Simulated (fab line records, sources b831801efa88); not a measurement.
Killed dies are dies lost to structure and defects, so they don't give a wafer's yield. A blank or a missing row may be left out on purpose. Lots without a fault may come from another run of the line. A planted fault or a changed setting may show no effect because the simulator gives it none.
fab line records | flow gf180mcu | part 2 of 2: steps 27 to 35 of 35
record lots=5 wafers=15 last_day=33
route steps=602 shown V1@347 M2@362
lots that met no fault: from a run of the same line without faults
start_h: hours from the record's first day to the start of the lot's first wafer shown | wait_h: hours since the lot's step before | " the same as in the row above | L1.1+2: a row that stands for several wafers | - no value, or no start given | * or withheld: withheld | < > ~ a bound
route shown NAME@n: a module of which the file shows steps, and the number in the route of the first | usual: mean/standard deviation of fault-free wafers | same: alike in all rows | chamber/n: place in a boat | sites: the reading at each site | _std_site: their standard deviation | _edge_site: outer sites' mean less inner sites' | radius_mm: how far each site lies from the wafer's centre | mask NAME#n: copy n | behind: the tool/chamber that last shaped the wafer | hold: why the lot was held/for how many hours/how that ended | device: the transistor (n, p or np) that didn't switch | end of line: the same wafers' tests at the end of the route | a step without rows: its recipe alone | killed: dies lost to structure and defects at the first sort, not the wafer's yield | map: a wafer's dies, x killed, . not, _ none there
set.NAME: the setting as run; set.NAME@STEP: as run at that earlier step | model.NAME: the simulator's own value behind a step, which no gauge read
lots at some steps of the route; a table a step, a row a wafer
services: from which hour (start_h, from the record's first day; less than 0 if before it) a tool's chamber was out of use, for how many hours, and why
## steps
# step GF_M2_EXPOSE_11
# recipe mask_id=Metal2 target_cd_nm=280 na=0.68 source_shape=conventional sigma_outer=0.6 dose_mj=28
# usual exposure_dose_mJ_cm2=28.22/0.11 reticle_temp_C=23.04/0.096
# same na=0.68
# columns lot.wafer tool chamber start_h wait_h mask exposure_dose_mJ_cm2 reticle_temp_C
L076.1 krf_scanner-02 0 - - Metal2#0 27.95 23.15
L076.3 " 0 " " Metal2#0 27.98 23.16
L076.4 " 0 " " Metal2#0 27.95 23.05
L082.2 krf_scanner-02 0 - - Metal2#0 28.12 23.15
L082.3 " 0 " " Metal2#0 28.11 23.40
L082.5 " 0 " " Metal2#0 28.12 23.13
L083.1 krf_scanner-01 0 - - Metal2#0 28.30 23.09
L083.4 " 0 " " Metal2#0 28.31 23.12
L083.5 " 0 " " Metal2#0 28.33 22.95
L084.2 krf_scanner-01 0 - - Metal2#0 28.27 22.94
L084.3 " 0 " " Metal2#0 28.26 23.15
L084.4 " 0 " " Metal2#0 28.24 22.88
L092.2 krf_scanner-02 0 - - Metal2#0 28.18 22.93
L092.3 " 0 " " Metal2#0 28.18 23.08
L092.4 " 0 " " Metal2#0 28.13 23.08
# step GF_M2_PEB_12
# recipe peb_temp_c=135 peb_time_s=90 resist=KrF
# usual heater_power_total_W=85.69/0.088
# columns lot.wafer tool chamber start_h wait_h heater_power_total_W
L076.1 litho_track-02 0 - - 85.64
L076.3 " 0 " " 85.60
L076.4 " 0 " " 85.67
L082.2 litho_track-02 0 - - 85.72
L082.3 " 0 " " 85.67
L082.5 " 0 " " 85.85
L083.1 litho_track-04 0 - - 85.63
L083.4 " 0 " " 85.57
L083.5 " 0 " " 85.65
L084.2 litho_track-01 0 - - 85.73
L084.3 " 0 " " 85.71
L084.4 " 0 " " 85.57
L092.2 litho_track-01 0 - - 85.73
L092.3 " 0 " " 85.57
L092.4 " 0 " " 85.69
# step GF_M2_DEVELOP_13
# recipe develop_time_s=60 dev_temp_c=21
# same develop_time_s=60
# columns lot.wafer tool chamber start_h wait_h
L076.1+3+4 litho_track-02 0 461.57 0.2
L082.2+3+5 litho_track-02 0 510.64 0.2
L083.1+4+5 litho_track-04 0 522.31 0.2
L084.2+3+4 litho_track-01 0 529.70 0.2
L092.2+3+4 litho_track-01 0 590.50 0.2
# step GF_M2_CD_MEAS_14
# recipe target_cd_nm=280
# usual cd_nm=279.7/1.2
# columns lot.wafer tool chamber start_h wait_h cd_nm
L076.1 cd_sem-01 - 461.72 0.1 280.9
L076.3 " - " " 280.1
L076.4 " - " " 280.9
L082.2 cd_sem-01 - 510.79 0.1 280.1
L082.3 " - " " 278.6
L082.5 " - " " 280.1
L083.1 cd_sem-01 - 522.62 0.3 280.8
L083.4 " - " " 280.4
L083.5 " - " " 280.3
L084.2 cd_sem-01 - 529.85 0.1 277.8
L084.3 " - " " 278.3
L084.4 " - " " 278.4
L092.2 cd_sem-02 - 590.65 0.1 280.2
L092.3 " - " " 279.4
L092.4 " - " " 279.7
# step GF_M2_OVL_MEAS_15
# usual M2_OVL=-1/5.1
# columns lot.wafer tool chamber start_h wait_h M2_OVL[nm]
L076.1 overlay-01 - 461.84 0.1 3
L076.3 " - " " -4
L076.4 " - " " -7
L082.2 overlay-01 - 510.89 0.1 7
L082.3 " - " " 1
L082.5 " - " " 2
L083.1 overlay-02 - 522.74 0.1 -4
L083.4 " - " " -2
L083.5 " - " " 2
L084.2 overlay-01 - 529.96 0.1 -4
L084.3 " - " " -8
L084.4 " - " " -10
L092.2 overlay-02 - 590.75 0.1 -9
L092.3 " - " " -6
L092.4 " - " " -5
# step GF_M2_METAL_ETCH_16
# recipe chemistry=Cl2/BCl3 mask_material=KrF target_depth_nm=750.8 stop_on=SiO2 pressure_mtorr=8 icp_w=800 bias_w=140 Cl2_flow_sccm=80 bcl3_flow_sccm=40 time_s=125.1
# usual chamber_pressure_mTorr=8.001/0.0076 drypump_motor_current_A=5.7/0.43 he_backside_leak_sccm=3.3/0.33 oes_product_au=0.992/0.0056 throttle_valve_pct=28.228/0.01
# columns lot.wafer tool chamber start_h wait_h chamber_pressure_mTorr drypump_motor_current_A he_backside_leak_sccm oes_product_au rf_hours_counter_h throttle_valve_pct
L076.1 rie_metal-03 1 461.87 0.0 7.994 6.3 3.1 0.988 8 28.242
L076.3 " 0 " " 7.997 5.2 3.4 0.987 - 28.240
L076.4 " 1 " " 7.984 6.3 3.1 0.990 - 28.220
L082.2 rie_metal-04 0 510.92 0.0 7.996 6.1 3.1 0.992 9 28.226
L082.3 " 0 " " 8.013 6.1 3.2 0.981 - 28.248
L082.5 " 0 " " 8.001 6.1 3.3 0.979 - 28.240
L083.1 rie_metal-02 0 522.77 0.0 8.005 5.5 3.7 0.993 7 28.219
L083.4 " 0 " " 8.009 5.5 3.7 0.994 - 28.216
L083.5 " 0 " " 8.001 5.4 3.7 0.998 - 28.214
L084.2 rie_metal-03 0 529.99 0.0 8.008 5.2 3.5 0.991 3 28.227
L084.3 " 1 " " 8.003 6.4 3.2 0.986 - 28.230
L084.4 " 0 " " 8.002 5.2 3.7 0.990 - 28.239
L092.2 rie_metal-03 0 590.78 0.0 7.993 5.2 3.4 0.987 5 28.237
L092.3 " 0 " " 8.015 5.2 3.3 0.998 - 28.210
L092.4 " 1 " " 8.007 6.4 3.1 0.996 - 28.225
# step GF_M2_STRIP_17
# recipe chemistry=O2/N2 power_w=1400 pressure_mtorr=1500 platen_temp_c=250 o2_flow_sccm=3000 n2_flow_sccm=300 overash_fraction=0.5
# usual chamber_pressure_mTorr=1499.8/1.4 drypump_motor_current_A=5.9/0.43 heater_power_w=347/31 oes_product_au=0.537/0.005 strip_time_to_endpoint_s=7.36/0.064
# columns lot.wafer tool chamber start_h wait_h chamber_pressure_mTorr drypump_motor_current_A heater_power_w oes_product_au rf_hours_counter_h strip_time_to_endpoint_s
L076.1 plasma_asher-03 1 462.00 0.1 1495.5 6.4 326 0.532 3 7.41
L076.3 " 0 " " 1501.1 5.6 315 0.533 - 7.42
L076.4 " 1 " " 1498.3 6.5 324 0.542 - 7.39
L082.2 plasma_asher-01 0 511.05 0.1 1499.0 5.1 334 0.548 79 7.50
L082.3 " 0 " " 1498.6 5.2 335 0.543 - 7.47
L082.5 " 1 " " 1500.6 6.3 319 0.546 - 7.50
L083.1 plasma_asher-02 0 523.03 0.2 1500.6 5.8 391 0.536 36 7.25
L083.4 " 0 " " 1499.9 5.8 395 0.535 - 7.30
L083.5 " 0 " " 1500.6 5.8 391 0.538 - 7.31
L084.2 plasma_asher-02 0 530.11 0.1 1502.2 5.8 383 0.540 37 7.45
L084.3 " 0 " " 1497.8 5.8 393 0.540 - 7.44
L084.4 " 1 " " 1497.8 5.9 385 0.543 - 7.50
L092.2 plasma_asher-03 0 590.91 0.1 1498.3 5.6 320 0.537 16 7.43
L092.3 " 1 " " 1501.4 6.4 321 0.536 - 7.40
L092.4 " 0 " " 1497.3 5.7 324 0.535 - 7.40
# step GF_M2_STRIP_18
# recipe chemistry=post_etch_residue_remover time_s=1200 temp_c=72.5
# columns lot.wafer tool chamber start_h wait_h
L076.1+3+4 wet_bench-02 3 462.10 0.1
L082.2+3+5 wet_bench-03 3 511.15 0.1
L083.1+4+5 wet_bench-04 3 523.13 0.1
L084.2+3+4 wet_bench-04 0 530.21 0.1
L092.2+3+4 wet_bench-04 2 591.01 0.1
# step GF_M2_CLEAN_19
# recipe chemistry=DIW dry=n2_spin
# columns lot.wafer tool chamber start_h wait_h
L076.1+3+4 wet_bench-03 0 462.44 0.0
L082.2+3+5 wet_bench-02 2 511.49 0.0
L083.1+4+5 wet_bench-03 1 523.47 0.0
L084.2+3+4 wet_bench-04 0 530.56 0.0
L092.2+3+4 wet_bench-04 3 591.36 0.0
## services
# columns tool chamber start_h hours kind
cmp-02 - 412.78 0.4 repair
plasma_asher-03 - 421.25 9.0 pm
pvd_sputter-01 - 423.89 2.8 repair
pvd_sputter-01 - 427.13 14.4 repair
rie_diel-03 3 431.49 4.1 repair
pvd_sputter-02 - 439.40 1.9 repair
wet_bench-02 - 440.55 4.3 repair
rie_metal-03 1 441.03 12.6 repair
krf_scanner-02 - 444.41 0.8 pm
rie_diel-03 0 484.83 8.6 repair
krf_scanner-02 - 496.91 1.0 pm
krf_scanner-02 - 504.10 1.3 pm
rie_diel-02 3 511.04 6.6 repair
pvd_sputter-02 - 511.22 4.6 repair
cmp-02 - 517.59 6.2 pm
plasma_asher-03 - 518.90 3.8 repair
pvd_sputter-02 - 531.26 12.1 repair
cmp-02 - 539.75 2.1 repair
plasma_asher-03 - 543.58 2.0 repair
rie_diel-03 0 546.32 8.0 repair
rie_diel-02 0 548.63 5.5 repair
pvd_sputter-03 - 567.17 1.8 repair
cmp-02 - 572.00 4.0 pm
pvd_sputter-02 - 589.69 4.6 repair
